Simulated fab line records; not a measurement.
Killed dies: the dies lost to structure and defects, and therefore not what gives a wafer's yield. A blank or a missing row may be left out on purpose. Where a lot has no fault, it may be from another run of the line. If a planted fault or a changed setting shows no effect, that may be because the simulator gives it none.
Comparing a struck lot with a sound one || flow sky130 || 35 out of 708 route steps
Sound: the wafers L646.4, L646.5, L646.6. Struck: wafers L652.4, L652.6 (left out: L652.5, a lot-mate that was not struck); the cause follows at the end.
Per side, at each step with rows, come the tool, then ch with its chambers, and then its first start. Under that, the readings that differ: sound wafers || struck wafers || difference of the means || sigmas: that difference in standard deviations of wafers without a fault.
alike: same words and numbers on both sides, and readings whose means sit less than 2 such deviations apart. not compared: any withheld reading, any reading some wafer has no value for, any bound like >300 that may hide the same value, and any number with overlapping values for which the record gives no deviation.
Wherever a step has rows on one side only, a row that says differs or no value, or a row with sigmas, the two part there. When numbers do not overlap yet have no deviation, they are printed without sigmas and do not part them. A reading missing from all wafers of one side parts the sides only when that side holds two or more wafers.

first, 10 steps without rows for these wafers: SKY_VIA3_EXPOSE_09 (exposes mask VIM3, target cd 200 nm); SKY_VIA3_PEB_10; SKY_VIA3_DEVELOP_11 (develop time 60 s); SKY_VIA3_ETCH_14 (etches BARC in N2/H2, stops on SiO2, time 45.9 s, target depth 60 nm); SKY_VIA3_ETCH_15 (etches SiO2 in C4F8/O2/Ar, stops on TiN, target depth 507 nm, time 78 s); SKY_VIA3_STRIP_16 (strips in O2/N2); SKY_VIA3_STRIP_17 (strips in post etch residue remover, time 1200 s); SKY_VIA3_CLEAN_18 (cleans in IPA, time 180 s); SKY_VIA3_CLEAN_19 (cleans in O3/DIW); SKY_VIA3_SPUTTER_20 (material TiN, target thk 20 nm, time 80 s).
SKY_VIA3_CVD_21: deposits W, target thk 390 nm, time 117.31 s.
  sound on cvdW-02 ch 0,1, day 41 12:40; struck on cvdW-01 ch 1, day 43 17:14
  alike: heaterPowerW
then, 23 steps without rows for these wafers: SKY_VIA3_CMP_24 (polishes, stops on SiO2, t overpolish 20 s, target thk 0 nm); SKY_METAL4_SPUTTER_00 (material Ti, target thk 15 nm, time 10 s); SKY_METAL4_SPUTTER_01 (material TiN, target thk 20 nm, time 16.7 s); SKY_METAL4_SPUTTER_02 (material AlCu, target thk 735 nm, time 39.1 s); SKY_METAL4_SPUTTER_03 (material Ti, target thk 5 nm, time 3.3 s); SKY_METAL4_SPUTTER_04 (material TiN, target thk 70 nm, time 58.3 s); SKY_CAP2M_CVD_00 (deposits SiO2, target thk 15.5 nm); SKY_CAP2M_SPUTTER_02 (material TiN, target thk 200 nm, time 166.7 s); SKY_CAP2M_DEHYDRATE_05 (time 60 s); SKY_CAP2M_HMDS_06 (prime time 60 s); SKY_CAP2M_COAT_07 (resist thk 1140 nm); SKY_CAP2M_SOFTBAKE_08 (time 60 s); SKY_CAP2M_EXPOSE_09 (exposes mask CAP2M, target cd 1000 nm); SKY_CAP2M_PEB_10; SKY_CAP2M_DEVELOP_11 (develop time 60 s); SKY_CAP2M_METAL_ETCH_13 (etches TiN in Cl2/BCl3, stops on SiO2, target depth 220 nm, time 62.9 s); SKY_CAP2M_STRIP_14 (strips in O2/N2); SKY_CAP2M_STRIP_15 (strips in post etch residue remover, time 1200 s); SKY_CAP2M_CLEAN_16 (cleans in IPA, time 180 s); SKY_CAP2M_CLEAN_17 (cleans in O3/DIW); SKY_METAL4_DEHYDRATE_05 (time 60 s); SKY_METAL4_HMDS_06 (prime time 60 s); SKY_METAL4_COAT_07 (resist thk 60 nm).
-- the record jumps here: 6 days lie between the struck wafers' starts before and after (it left off in module METAL4 and takes up again in module PAD_OPEN, whose first step shown is number 708 of the route) --
SKY_PAD_OPEN_PROBE_99:
  sound on prober-01, day 47 11:46; struck on prober-02, day 49 07:55
{"reading": "defectLimitedYield (%)", "sound": "84.6 86.4 83.7", "struck": "75.2 75.4", "difference": -9.6, "sigmas": -4}
{"reading": "killed_at_M0_to_M3", "sound": "41 37 45", "struck": "89 71", "difference": "+39", "sigmas": "+5"}
{"reading": "killedDies", "sound": "76 67 80", "struck": "122 121", "difference": "+47", "sigmas": "+4"}
{"reading": "killedOnRim", "sound": "12 14 12", "struck": "33 31", "difference": "+19", "sigmas": "+5"}
{"reading": "sort_bin_3_pad_short (%)", "sound": "0.2 0.6 1.6", "struck": "3.0 3.3", "difference": "+2.3", "sigmas": "+5"}
{"reading": "sort_bin_5_function (%)", "sound": "10.6 7.5 10.4", "struck": "14.4 13.2", "difference": "+4.3", "sigmas": "+3"}
{"reading": "sort_bin_6_memory (%)", "sound": "4.7 5.5 4.3", "struck": "7.3 8.1", "difference": "+2.9", "sigmas": "+2"}
{"reading": "sortNPass", "sound": "416 425 412", "struck": "370 371", "difference": -47, "sigmas": -4}
{"reading": "sortYieldPct (%)", "sound": "84.6 86.4 83.7", "struck": "75.2 75.4", "difference": -9.6, "sigmas": -4}
{"reading": "model.etest.tester.sortNPass", "sound": "416 425 412", "struck": "370 371", "difference": -47, "sigmas": ""}
{"reading": "model.etest.tester.sortYieldPct (%)", "sound": "84.55 86.38 83.74", "struck": "75.2 75.41", "difference": -9.6, "sigmas": ""}
{"reading": "model.etest.tester.sort_bin_5_pct (%)", "sound": "10.57 7.52 10.37", "struck": "14.43 13.21", "difference": "+4.33", "sigmas": ""}
{"reading": "model.etest.tester.sort_bin_3_pct (%)", "sound": "0.2033 0.6098 1.626", "struck": "3.049 3.252", "difference": "+2.337", "sigmas": ""}
  alike: killed_at_M4_up, killedAtContacts, killedAtFrontEnd, killedAtOther, killedOpen, killedShort

## WHERE THEY PART
SKY_PAD_OPEN_PROBE_99 only, going by this record.

WHY: what had been put in by the simulator
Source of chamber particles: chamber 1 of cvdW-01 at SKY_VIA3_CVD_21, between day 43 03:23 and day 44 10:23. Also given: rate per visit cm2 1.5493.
